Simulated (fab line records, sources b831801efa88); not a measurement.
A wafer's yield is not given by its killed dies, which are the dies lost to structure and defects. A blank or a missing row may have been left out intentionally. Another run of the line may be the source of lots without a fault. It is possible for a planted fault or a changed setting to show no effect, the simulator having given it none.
A lot that was struck, set against a sound lot :: flow sky130 :: 15 out of 708 route steps
Sound: wafers L238.2, L238.3, L238.6. Struck: wafer L246.3 (left out: L246.2, L246.4 of the same lot, which were not struck); the cause appears at the end.
Order at every step that has rows: each side's tool, ch and its chambers, its first start. Under that, the readings that differ: sound wafers :: struck wafers :: difference of the means :: sigmas: that difference in standard deviations of wafers without a fault.
alike: words and numbers the same on both sides, and readings whose means are apart by under 2 such deviations; not compared: readings that were withheld, readings missing a value for some wafer, numbers with overlapping values and no deviation given by the record, and bounds like >300 which may hide the same value.
Wherever a step has rows on one side only, a row that says differs or no value, or a row with sigmas, the two part there. Non-overlapping numbers with no deviation appear without sigmas and do not part them. A reading missing from all wafers of one side parts the sides only when that side holds two or more wafers.

SKY_SPACER_ETCHBACK_02: etches Si3N4 in CH3F/O2, stops on SiO2, time 46.7 s, target depth 45 nm.
  sound on rieDiel-04 ch 0,3, day 24 11:20; struck on rieDiel-02 ch 3, day 28 01:14
  alike: O2_flow_sccm, drypumpMotorCurrentA, oesProductAu, throttleValvePct
  not compared: rfHoursCounterH
then, 8 steps without rows for these wafers: SKY_POLY_CUT_DEHYDRATE_00 (time 60 s); SKY_POLY_CUT_HMDS_01 (prime time 60 s); SKY_POLY_CUT_COAT_02 (resist thk 60 nm); SKY_POLY_CUT_COAT_03 (resist thk 450 nm); SKY_POLY_CUT_SOFTBAKE_04 (time 90 s); SKY_POLY_CUT_EXPOSE_05 (exposes mask NPCM, target cd 270 nm); SKY_POLY_CUT_PEB_06; SKY_POLY_CUT_DEVELOP_07 (develop time 60 s).
SKY_POLY_CUT_CD_MEAS_08: the cd target is 270 nm.
  sound on cdSem-02 at day 25 17:59; struck on cdSem-01 at day 29 06:08
  alike: cdNm
SKY_POLY_CUT_OVL_MEAS_09:
  sound on overlay-02 at day 25 18:06; struck on overlay-01 at day 29 06:15
  alike: POLY_CUT_OVL
SKY_POLY_CUT_ETCH_10: etches BARC in N2/H2, stops on SiO2, time 45.9 s, target depth 60 nm.
  sound on rieDiel-04 ch 1,2, day 25 18:08; struck on rieDiel-03 ch 3, day 29 06:17
  alike: drypumpMotorCurrentA, n2FlowSccm, oesProductAu, rfFwdPowerW, throttleValvePct
  not compared: rfHoursCounterH
SKY_POLY_CUT_ETCH_11: etches Si3N4 in CF4/CH2F2/Ar, stops on poly-Si, time 42.5 s, target depth 60 nm.
  sound on rieDiel-04 ch 1,2, day 25 18:10; struck on rieDiel-03 ch 3, day 29 06:19
reading: rfFwdPowerW (W)
sound: 595 597 594
struck: 496
difference: -99
sigmas: -31
  alike: drypumpMotorCurrentA, oesProductAu, throttleValvePct
  not compared: rfHoursCounterH
SKY_POLY_CUT_STRIP_12: strips in O2/N2.
  sound on plasmaAsher-03 ch 0,1, day 25 18:13; struck on plasmaAsher-01 ch 0, day 29 06:22
  alike: drypumpMotorCurrentA, n2FlowSccm, oesProductAu, stripTimeToEndpointS
  not compared: rfHoursCounterH
-- the record jumps here: 20 days lie between the struck wafers' starts before and after (it left off in module POLY_CUT and takes up again in module PAD_OPEN, whose first step shown is number 708 of the route) --
SKY_PAD_OPEN_PROBE_99:
  sound on prober-02 at day 47 03:34; struck on prober-01 at day 49 13:07
  alike: killed_at_M0_to_M3, killed_at_M4_up, killedAtContacts, killedAtFrontEnd, killedAtOther, killedDies, killedOpen, killedShort

== WHERE THEY PART ==
Only at SKY_POLY_CUT_ETCH_11, as far as this record shows. Later steps at which nothing parts them and some readings are alike: SKY_POLY_CUT_STRIP_12, SKY_PAD_OPEN_PROBE_99.

WHY: what the simulator had put in
rieDiel-03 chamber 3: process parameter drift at SKY_POLY_CUT_ETCH_11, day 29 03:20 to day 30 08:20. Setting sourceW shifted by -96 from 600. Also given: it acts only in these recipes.
